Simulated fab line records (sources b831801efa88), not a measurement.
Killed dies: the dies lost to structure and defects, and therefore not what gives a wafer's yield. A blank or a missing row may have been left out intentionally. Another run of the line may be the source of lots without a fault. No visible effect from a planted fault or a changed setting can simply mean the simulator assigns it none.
Which tool is to blame? ; flow sky130 ; 36 wafers from 12 lots sampled at 5 of the route's 708 steps

== WHAT THE GAUGES SHOWED, per wafer ==
SKY_VT_ADJUST_HVTR_OVL_MEAS_08.
lot;measured;on;VT_ADJUST_HVTR_OVL (nm)
L636;day 10 09:11;overlay-02;-1.8 1.0 -0.6
L637;day 10 10:34;overlay-01;-0.2 -0.5 2.2
L639;day 10 19:31;overlay-02;-2.7 -2.0 -2.7
L638;day 10 20:25;overlay-01;0.1 -0.5 -0.5
L640;day 11 07:45;overlay-02;1.0 1.0 -0.7
L645;day 12 17:44;overlay-02;-156.3 -154.8 -154.5 -157.6 -156.2 -155.7
L646;day 13 01:04;overlay-02;-157.1 -156.4 -157.9 -158.1 -158.2 -159.2
L647;day 13 11:51;overlay-02;-159.1 -157.5 -158.0 -161.3 -158.7 -159.2
L650;day 14 08:26;overlay-02;-1.6 -1.4 -2.0
L651;day 14 15:42;overlay-01;-0.8 0.1 1.5
L654;day 15 10:38;overlay-01;1.5 3.0 0.0
L656;day 15 21:49;overlay-02;-0.8 -0.7 0.0

SKY_LDD_P_TW_MEAS_11.
lot;measured;on;LDD_P_TW
L636;day 20 09:09;film metro-03;628 632 630
L637;day 20 14:30;film metro-01;624 624 623
L639;day 21 00:35;film metro-01;628 631 627
L638;day 21 05:11;film metro-01;630 627 630
L640;day 21 14:50;film metro-04;645 650 648
L650;day 25 10:41;film metro-01;623 624 627
L651;day 25 14:14;film metro-04;645 648 643
L654;day 26 10:52;film metro-01;628 632 630
L656;day 26 20:04;film metro-01;628 626 631

== TOOL THAT RAN EACH LOT (tool first, then ch and the chambers of the sampled wafers, then the start) ==
lot;SKY_NWELL_RTA_28;SKY_VT_ADJUST_HVTR_EXPOSE_04;SKY_POLY_GATE_ETCH_16
L636;rtp anneal-02 ch 0, day 5 21:23;iline stepper-01 ch 0, day 9 21:44;rie diel-01 ch 0,1,2, day 17 13:52
L637;rtp anneal-02 ch 0, day 6 00:38;iline stepper-01 ch 0, day 9 23:21;rie diel-01 ch 0,3, day 17 19:01
L639;rtp anneal-02 ch 0, day 6 06:34;iline stepper-02 ch 0, day 10 07:43;rie diel-01 ch 1,2,3, day 18 03:32
L638;rtp anneal-02 ch 0, day 6 07:09;iline stepper-01 ch 0, day 10 08:33;rie diel-04 ch 0,2,3, day 18 09:01
L640;rtp anneal-01 ch 0, day 6 16:50;iline stepper-01 ch 0, day 10 19:46;rie diel-02 ch 0,1,3, day 18 18:37
L645;rtp anneal-02 ch 0, day 7 21:08;iline stepper-02 ch 0, day 12 05:35;-
L646;rtp anneal-02 ch 0, day 8 03:57;iline stepper-02 ch 0, day 12 12:48;-
L647;rtp anneal-02 ch 0, day 8 12:20;iline stepper-02 ch 0, day 12 23:14;-
L650;rtp anneal-01 ch 0, day 9 05:11;iline stepper-01 ch 0, day 13 19:34;rie diel-04 ch 0,2, day 22 17:47
L651;rtp anneal-02 ch 0, day 9 12:35;iline stepper-01 ch 0, day 14 03:02;rie diel-02 ch 0,2,3, day 22 23:01
L654;rtp anneal-01 ch 0, day 10 03:19;iline stepper-01 ch 0, day 14 20:48;rie diel-04 ch 1,3, day 23 20:22
L656;rtp anneal-02 ch 0, day 10 13:54;iline stepper-01 ch 0, day 15 08:45;rie diel-04 ch 0,1,3, day 24 06:10
- SKY_NWELL_RTA_28: time 30 s.
- SKY_VT_ADJUST_HVTR_EXPOSE_04: exposes mask HVTRM, target cd 380 nm.
- SKY_POLY_GATE_ETCH_16: etches Si3N4 in CH3F/O2, stops on poly-Si, time 147.5 s, target depth 75 nm.

== AS READ BY THE TOOLS THEMSELVES (means over the sampled wafers that have a number; for cases with no such wafer, the mark the record gives instead) ==
SKY_NWELL_RTA_28.
lot;tool;anneal temp c max;lamp power pct (%);ramp up c per s;wafer_temp_C_max
L636;rtp anneal-02;1056.9;25.27;149.99;1054.8
L637;rtp anneal-02;1056.6;25.35;149.99;1055.2
L639;rtp anneal-02;1056.0;25.28;150.00;1054.1
L638;rtp anneal-02;1057.1;25.33;149.99;1054.2
L640;rtp anneal-01;1056.7;25.29;149.98;1054.5
L645;rtp anneal-02;1056.1;25.27;150.02;1055.0
L646;rtp anneal-02;1057.5;25.33;149.99;1055.2
L647;rtp anneal-02;1055.9;25.32;150.00;1054.4
L650;rtp anneal-01;1055.1;25.30;149.99;1054.0
L651;rtp anneal-02;1056.1;25.30;150.05;1054.3
L654;rtp anneal-01;1055.7;25.37;150.00;1055.0
L656;rtp anneal-02;1057.8;25.33;150.02;1054.1

SKY_POLY_GATE_ETCH_16.
lot;tool;drypump motor current A (A);oes product au (a.u.);throttle valve pct (%)
L636;rie diel-01;6.0;0.639;10.531
L637;rie diel-01;5.5;0.640;10.520
L639;rie diel-01;5.9;0.644;10.534
L638;rie diel-04;5.5;0.638;10.536
L640;rie diel-02;5.6;0.637;10.533
L650;rie diel-04;5.5;0.639;10.525
L651;rie diel-02;5.7;0.642;10.539
L654;rie diel-04;5.6;0.642;10.527
L656;rie diel-04;5.6;0.639;10.542

== THE ANSWER, worked out from the rows above alone ==
Rule: the lots themselves supply what counts as usual. The widest of any qualifying gaps counts: lots, ordered by their means at a reading, are off when they make up no more than a third of the lots, leave a main group of 4 or more, and stand apart from it by 3 or more times the standard deviation of that group's means. Not used: any main group whose means are identical at the precision the tables above print for the reading. Also off: a lot with no number at a reading for which 4 or more lots have one. The other lots that the step has rows for count as sound. First the gauges in route order, then the tools' own readings, where a lot's mean is used as printed above. The first step at which some lot is off is used, and at that step the reading that is off furthest; a lot without a number counts as furthest.
Off: at SKY_VT_ADJUST_HVTR_OVL_MEAS_08 (VT_ADJUST_HVTR_OVL), L645, L646, L647. Mean -0.3 nm and standard deviation 1.1 in the main group.
If a tool, at a process step before that reading, ran all the lots that are off and no sound lot after the first of them, it fits. Gauges at SKY_VT_ADJUST_HVTR_OVL_MEAS_08: tried the same way as those tools. One fits: iline stepper-02 at SKY_VT_ADJUST_HVTR_EXPOSE_04. A fault onset in the window from L639 (day 10 07:43, its last sound lot) to L645 (day 12 05:35, its first lot off) fits.

== WHAT THE SIMULATOR PUT IN ==
Scanner matching overlay: iline stepper-02, from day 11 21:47 on, at SKY_VT_ADJUST_HVTR_EXPOSE_04. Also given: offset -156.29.
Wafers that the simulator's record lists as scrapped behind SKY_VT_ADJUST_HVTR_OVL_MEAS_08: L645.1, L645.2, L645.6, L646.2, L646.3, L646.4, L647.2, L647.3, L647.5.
Shown lots that were struck: L645, L646, L647. The rule above reached the same finding.
